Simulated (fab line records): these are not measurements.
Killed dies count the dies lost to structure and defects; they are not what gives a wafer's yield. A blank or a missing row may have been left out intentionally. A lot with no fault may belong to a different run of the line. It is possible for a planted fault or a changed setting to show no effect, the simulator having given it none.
The tool behind it: which one? || flow sky130 || 39 wafers from 13 lots sampled at 2 of the route's 708 steps

## WHAT EACH GAUGE READ, for each wafer
SKY_FIELD_ISO_THK_MEAS_23.
{"lot": "L570", "measured": "day 2 11:03", "on": "film-metro-01", "FIELD_ISO_OXIDATION_01_THK (nm)": "9.80 9.81 9.90"}
{"lot": "L571", "measured": "day 2 12:15", "on": "film-metro-04", "FIELD_ISO_OXIDATION_01_THK (nm)": "9.80 9.83 9.79"}
{"lot": "L572", "measured": "day 2 17:19", "on": "film-metro-02", "FIELD_ISO_OXIDATION_01_THK (nm)": "10.38 9.99 10.17"}
{"lot": "L574", "measured": "day 3 05:12", "on": "film-metro-01", "FIELD_ISO_OXIDATION_01_THK (nm)": "10.15 9.96 10.07"}
{"lot": "L579", "measured": "day 4 06:50", "on": "film-metro-01", "FIELD_ISO_OXIDATION_01_THK (nm)": "10.41 10.37 10.27"}
{"lot": "L580", "measured": "day 4 06:51", "on": "film-metro-02", "FIELD_ISO_OXIDATION_01_THK (nm)": "9.96 9.88 9.90"}
{"lot": "L581", "measured": "day 4 14:34", "on": "film-metro-02", "FIELD_ISO_OXIDATION_01_THK (nm)": "10.23 10.26 10.27"}
{"lot": "L582", "measured": "day 4 20:50", "on": "film-metro-04", "FIELD_ISO_OXIDATION_01_THK (nm)": "9.95 9.94 10.06"}
{"lot": "L583", "measured": "day 5 03:23", "on": "film-metro-04", "FIELD_ISO_OXIDATION_01_THK (nm)": "9.66 9.70 9.38"}
{"lot": "L587", "measured": "day 6 00:14", "on": "film-metro-02", "FIELD_ISO_OXIDATION_01_THK (nm)": "10.06 9.98 9.89"}
{"lot": "L588", "measured": "day 6 04:47", "on": "film-metro-01", "FIELD_ISO_OXIDATION_01_THK (nm)": "10.10 10.04 10.04"}
{"lot": "L589", "measured": "day 6 09:00", "on": "film-metro-04", "FIELD_ISO_OXIDATION_01_THK (nm)": "9.88 10.02 10.05"}
{"lot": "L592", "measured": "day 7 02:43", "on": "film-metro-02", "FIELD_ISO_OXIDATION_01_THK (nm)": "10.01 10.15 10.16"}

SKY_NWELL_THK_MEAS_02.
{"lot": "L570", "measured": "day 2 16:37", "on": "film-metro-04", "NWELL_OXIDATION_THK (nm)": "10.15 10.03 9.99"}
{"lot": "L571", "measured": "day 2 18:42", "on": "film-metro-03", "NWELL_OXIDATION_THK (nm)": "10.24 10.22 10.25"}
{"lot": "L572", "measured": "day 3 01:39", "on": "film-metro-02", "NWELL_OXIDATION_THK (nm)": "10.21 9.98 10.11"}
{"lot": "L574", "measured": "day 3 10:37", "on": "film-metro-03", "NWELL_OXIDATION_THK (nm)": "9.86 10.09 10.03"}
{"lot": "L579", "measured": "day 4 13:23", "on": "film-metro-03", "NWELL_OXIDATION_THK (nm)": "10.07 10.10 10.00"}
{"lot": "L580", "measured": "day 4 13:23", "on": "film-metro-02", "NWELL_OXIDATION_THK (nm)": "10.32 10.28 10.16"}
{"lot": "L581", "measured": "day 4 18:33", "on": "film-metro-03", "NWELL_OXIDATION_THK (nm)": "9.97 9.98 10.00"}
{"lot": "L582", "measured": "day 5 01:13", "on": "film-metro-04", "NWELL_OXIDATION_THK (nm)": "9.75 9.79 9.70"}
{"lot": "L583", "measured": "day 5 07:26", "on": "film-metro-02", "NWELL_OXIDATION_THK (nm)": "10.26 10.21 10.43"}
{"lot": "L587", "measured": "day 6 05:26", "on": "film-metro-04", "NWELL_OXIDATION_THK (nm)": "9.90 9.95 9.91"}
{"lot": "L588", "measured": "day 6 10:13", "on": "film-metro-04", "NWELL_OXIDATION_THK (nm)": "10.10 10.04 9.82"}
{"lot": "L589", "measured": "day 6 16:01", "on": "film-metro-02", "NWELL_OXIDATION_THK (nm)": "9.73 9.54 9.79"}
{"lot": "L592", "measured": "day 7 09:02", "on": "film-metro-03", "NWELL_OXIDATION_THK (nm)": "10.20 10.06 9.99"}

## WHAT TOOL EACH LOT RAN ON (gives the tool, then ch and the chambers of the sampled wafers, and finally the start)
The record holds no process step before these readings.

## WHAT THE TOOLS THEMSELVES READ (means of the sampled wafers that have a number; where no wafer has one, the mark that the record gives instead)
The record holds no such reading with a usual standard deviation.

## THE ANSWER, worked out from the rows above alone
Rule: what is usual is taken from the lots themselves. Put in order of their means at a reading, lots are off if they are a third of the lots or fewer, leave a main group of 4 or more, and stand apart from it by a gap of 3 or more times the standard deviation of the main group's means; of several such gaps the widest counts. The tables above print the reading to a certain number of digits; a main group whose means all agree to those digits is not used. A lot without any number at a reading at which 4 lots or more have one is off too. All remaining lots with rows at the step are treated as sound. The gauges are gone through in route order, then the tools' own readings, and for those a lot's mean is taken as printed above. At the first step where some lot is off, the reading lying furthest off is the one used; lots without a number count as furthest.
None of the lots is off at any reading shown; this tells nothing.

## WHAT THE SIMULATOR HAD PUT IN
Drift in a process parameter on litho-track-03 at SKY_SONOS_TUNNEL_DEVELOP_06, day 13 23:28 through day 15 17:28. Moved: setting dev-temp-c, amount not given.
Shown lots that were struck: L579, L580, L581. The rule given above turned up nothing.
